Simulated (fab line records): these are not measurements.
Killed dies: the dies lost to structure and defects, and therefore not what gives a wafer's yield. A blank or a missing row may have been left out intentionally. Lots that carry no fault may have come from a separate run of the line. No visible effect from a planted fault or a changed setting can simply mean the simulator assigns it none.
8D (eight disciplines) problem report, filled in by code || flow sky130 || the parts of the form that need people (team, actions taken, sign-off) are left out

== 1. THE PROBLEM ==
cdNm at SKY_METAL4_CD_MEAS_13 reads a mean of 219.1 nm on 4 wafers of 3 lots; wafers without a fault read 299.6 nm with a standard deviation of 1.3. Relative to the usual mean, that is a shift of -62 standard deviations.
The step: target cd 300 nm.
First observed at day 44 12:57: wafer L239.1, on cdSem-02. Wafers with a number at this step in the record: 42, from 14 lots. Rule for "out" (also "out of limits"): further than 4 standard deviations from the usual mean. The other wafers with a number count as sound.

== 2. WHAT IT IS, WHAT IT ISN'T ==
{"question": "which readings at this step", "is": "cdNm", "is not": "-"}
{"question": "which lots", "is": "L239, L240, L241", "is not": "L229, L230, L231, L232, L234, L235, L237, L238, L250, L251, L252"}
{"question": "which wafers of those lots", "is": "L239.1, L239.3, L240.6, L241.1", "is not": "L239.2, L240.2, L240.4, L241.4, L241.5"}
{"question": "read on which gauges", "is": "cdSem-02", "is not": "cdSem-01"}
{"question": "when", "is": "from day 44 12:57", "is not": "up to then (25 sound wafers); but 13 sound wafers of L240, L241, L250, L251, L252 came after"}

== 3. WHAT RULES OUT EACH SUSPECT ==
Counting: if a tool at a process step up to the reading ran every lot that is out, it stays a suspect. Sound lots after the first of them don't rule it out here, since some wafers of a struck lot are sound.
- the gauge at SKY_METAL4_CD_MEAS_13 is ruled out. All the wafers that are out were read on cdSem-02, but those of them that SKY_PAD_OPEN_PROBE_99 has rows for are out there too, on other tools.
- krfScanner-01 at SKY_METAL4_EXPOSE_10 (exposes mask MM4, target cd 300 nm): kept. It ran every lot that is out, first L239 (day 44 02:14); its last sound lot up to then is L238 (day 43 17:25).
Left after counting: krfScanner-01 at SKY_METAL4_EXPOSE_10.

== 4. THE CAUSE (what the simulator had put in) ==
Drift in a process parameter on krfScanner-01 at SKY_METAL4_EXPOSE_10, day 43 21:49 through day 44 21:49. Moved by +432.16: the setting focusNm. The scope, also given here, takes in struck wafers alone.
The count eliminated every tool but this one.

== 5. THE EFFECT CHAIN, in route order ==
Each row: a reading where the mean over the struck wafers with a number is more than 3 standard deviations away from the usual. Only readings whose record carries a usual standard deviation are examined. hours: median over the lots of the time between each lot's start at the first step of this table that gives one and its start at this step. sigmas: the change, counted in usual standard deviations.
{"hours": 0, "step": "SKY_METAL4_CD_MEAS_13", "reading": "cdNm", "usual": "299.6 nm", "on struck wafers": 219.1, "change": -80.5, "sigmas": -62}
{"hours": 87, "step": "SKY_PAD_OPEN_PROBE_99", "reading": "defectLimitedYield", "usual": "82.2 %", "on struck wafers": 0.4, "change": -81.8, "sigmas": -43}
{"hours": 87, "step": "SKY_PAD_OPEN_PROBE_99", "reading": "killed_at_M4_up", "usual": 3.1, "on struck wafers": 411.5, "change": "+408.4", "sigmas": "+99 or more"}
{"hours": 87, "step": "SKY_PAD_OPEN_PROBE_99", "reading": "killedDies", "usual": 88, "on struck wafers": 490, "change": "+402", "sigmas": "+43"}
{"hours": 87, "step": "SKY_PAD_OPEN_PROBE_99", "reading": "killedOnRim", "usual": 17, "on struck wafers": 96, "change": "+79", "sigmas": "+18"}
{"hours": 87, "step": "SKY_PAD_OPEN_PROBE_99", "reading": "sort_bin_5_function", "usual": "10.5 %", "on struck wafers": 92.1, "change": "+81.6", "sigmas": "+54"}
{"hours": 87, "step": "SKY_PAD_OPEN_PROBE_99", "reading": "sortNPass", "usual": 404, "on struck wafers": 2, "change": -402, "sigmas": -43}
{"hours": 87, "step": "SKY_PAD_OPEN_PROBE_99", "reading": "sortYieldPct", "usual": "82.2 %", "on struck wafers": 0.4, "change": -81.8, "sigmas": -43}
Process steps it contains:
- SKY_PAD_OPEN_PROBE_99

== 6. HOW IT WOULD HAVE BEEN CAUGHT EARLIER ==
In this record the first reading out of limits at a measuring or inspecting step was taken at day 44 12:57, 15 hours after the fault began at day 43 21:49.
Tool readings at SKY_METAL4_EXPOSE_10 with a usual standard deviation given in the record: none out on any struck wafer, hence no alarm at a limit of 4 standard deviations on them.
Of the lots that are out (3), L241 began SKY_METAL4_EXPOSE_10 on krfScanner-01 after day 44 12:57. A hold on the tool at that time would have spared it.
